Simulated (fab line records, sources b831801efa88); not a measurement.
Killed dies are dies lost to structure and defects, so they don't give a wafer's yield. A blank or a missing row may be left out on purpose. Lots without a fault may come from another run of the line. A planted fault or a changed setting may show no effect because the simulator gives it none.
A struck lot beside a sound one | flow sky130 | 15 steps out of a route of 708
Sound: wafers L396.1, L396.3, L396.5. Struck: wafers L399.2, L399.4, L399.5. The cause comes at the end.
At each step with rows: each side's tool, then ch and its chambers, then its first start. Under that, the readings that differ: sound wafers | struck wafers | difference of the means | sigmas: that difference in standard deviations of wafers without a fault.
alike: readings whose means differ by less than 2 such deviations, and words and numbers that are the same on both sides. not compared: withheld readings, readings that some wafer has no value for, bounds like >300 that may hide the same value, and numbers for which the record gives no deviation and whose values overlap.
The two part at a step that has a row with sigmas, a row that says differs or no value, or rows on one side only. Numbers that don't overlap but have no deviation are shown without sigmas and don't part them. A reading that every wafer of one side lacks parts them only if that side has two wafers or more.

first, 1 step without rows for these wafers: SKY_METAL5_CLEAN_19 (cleans in O3/DIW).
SKY_PASSIVATION_CVD_00: deposits SiO2, target thk 90 nm.
  sound on pecvd-01 ch 0,2, day 45 23:44; struck on pecvd-03 ch 0,1,2, day 46 23:39
  alike: heater_power_w
SKY_PASSIVATION_THK_MEAS_01:
  sound on film_metro-01, day 45 23:46; struck on film_metro-01, day 46 23:41
  alike: PASSIVATION_CVD_00_THK
SKY_PASSIVATION_CVD_02: deposits Si3N4, target thk 540 nm.
  sound on pecvd-03 ch 1,2, day 45 23:49; struck on pecvd-02 ch 1,2, day 46 23:44
  alike: heater_power_w
SKY_PASSIVATION_THK_MEAS_03:
  sound on film_metro-04, day 46 00:03; struck on film_metro-01, day 47 00:05
  alike: PASSIVATION_CVD_02_THK
then, 7 steps without rows for these wafers: SKY_PASSIVATION_DEHYDRATE_04 (time 60 s); SKY_PASSIVATION_HMDS_05 (prime time 60 s); SKY_PASSIVATION_COAT_06 (resist thk 3000 nm); SKY_PASSIVATION_SOFTBAKE_07; SKY_PASSIVATION_EXPOSE_08 (exposes mask NSM, target cd 3000 nm); SKY_PASSIVATION_PEB_09; SKY_PASSIVATION_DEVELOP_10 (develop time 60 s).
SKY_PASSIVATION_ETCH_11: etches the open film in CF4/O2, stops on AlCu, target depth 725 nm, time 161.1 s.
  sound on rie_diel-04 ch 0,1,3, day 46 20:33; struck on rie_diel-04 ch 0,1,2, day 47 19:20
  reading                                       | sound             | struck            | difference | sigmas
  oes_product_au (a.u.)                         | 0.977 0.980 0.992 | 0.898 0.915 0.912 | -0.075     | -11
  rf_fwd_power_W (W)                            | 796.3 799.2 797.5 | 667.5 667.7 666.2 | -130.5     | -50
  throttle_valve_pct (%)                        | 5.958 5.977 5.979 | 5.945 5.940 5.954 | -0.025     | -3
  model.PASSIVATION.feature_depth_nm (nm)       | 711.1 703.1 721.2 | 619.4 616.8 619.4 | -93.3      |
  model.etch.depth_nm (nm)                      | 711.1 703.1 721.2 | 619.4 616.8 619.4 | -93.3      |
  model.coat_of_PASSIVATION_COAT_06.thk_nm (nm) | 2523 2516 2514    | 2603 2604 2612    | +89        |
  alike: O2_flow_sccm, drypump_motor_current_A
  not compared: rf_hours_counter_h
SKY_PASSIVATION_STRIP_12: strips in O2/N2.
  sound on plasma_asher-04 ch 0,1, day 46 20:39; struck on plasma_asher-02 ch 0,1, day 47 19:27
  reading                      | sound             | struck            | difference | sigmas
  strip_time_to_endpoint_s (s) | 31.59 31.51 31.49 | 32.52 32.53 32.61 | +1.02      | +8
  alike: drypump_motor_current_A, oes_product_au
  not compared: rf_hours_counter_h
SKY_PAD_OPEN_PROBE_99:
  sound on prober-01, day 47 18:08; struck on prober-02, day 48 16:16
  reading                  | sound          | struck         | difference | sigmas
  defect_limited_yield (%) | 84.3 83.3 82.1 | 0 0.2 0        | -83        | -44
  killed_at_other          | 1 0 0          | 416 420 401    | +412       | +99 or more
  killed_dies              | 77 82 88       | 492 491 492    | +409       | +45
  killed_on_rim            | 16 18 20       | 96 96 96       | +78        | +21
  sort_bin_5_function (%)  | 8.9 10.2 11.0  | 93.3 95.1 93.9 | +84.1      | +56
  sort_n_pass              | 415 410 404    | 0 1 0          | -409       | -45
  sort_yield_pct (%)       | 84.3 83.3 82.1 | 0 0.2 0        | -83        | -44
  alike: killed_at_M0_to_M3, killed_at_M4_up, killed_at_contacts, killed_at_front_end, killed_open, killed_short, sort_bin_3_pad_short, sort_bin_6_memory

WHERE THEY PART
First at SKY_PASSIVATION_ETCH_11; last, within this record, at SKY_PAD_OPEN_PROBE_99.

WHY: what the simulator had put in
Process parameter drift: rie_diel-04, from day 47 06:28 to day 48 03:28, at SKY_PASSIVATION_ETCH_11. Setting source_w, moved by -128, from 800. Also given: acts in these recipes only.
